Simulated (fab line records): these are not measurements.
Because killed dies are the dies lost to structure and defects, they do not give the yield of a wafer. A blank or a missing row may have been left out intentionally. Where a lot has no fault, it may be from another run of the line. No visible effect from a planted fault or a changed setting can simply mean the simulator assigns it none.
Which tool did it?	flow sky130	route of 708 steps, sampled at 1 step: 7 lots, 21 wafers

WHAT EACH GAUGE READ, for each wafer
SKY_VIA4_THK_MEAS_20: measures by xrf.
lot	measured	on	VIA4_W_THK (nm)
L519	day 43 17:57	film-metro-02	517 521 520
L522	day 44 03:58	film-metro-01	517 517 526
L525	day 44 23:05	film-metro-01	528 524 515
L531	day 46 13:12	film-metro-01	518 512 507
L535	day 47 20:11	film-metro-03	516 510 515
L537	day 48 02:54	film-metro-02	516 513 524
L540	day 48 17:32	film-metro-01	512 529 518

TOOL THAT RAN EACH LOT (tool first, then ch and the chambers of the sampled wafers, then the start)
No process step before these readings appears in the record.

THE ANSWER, worked out from the rows above alone
Rule: the lots themselves supply what counts as usual. The widest of any qualifying gaps counts: lots, ordered by their means at a reading, are off when they make up no more than a third of the lots, leave a main group of 4 or more, and stand apart from it by 3 or more times the standard deviation of that group's means. Not used: any main group whose means are identical at the precision the tables above print for the reading. A lot without any number at a reading at which 4 lots or more have one is off too. Where the step has rows for the other lots, those lots are counted as sound.
No lot is off on any of the readings shown, so nothing can be concluded from this.

WHAT THE SIMULATOR HAD INSERTED
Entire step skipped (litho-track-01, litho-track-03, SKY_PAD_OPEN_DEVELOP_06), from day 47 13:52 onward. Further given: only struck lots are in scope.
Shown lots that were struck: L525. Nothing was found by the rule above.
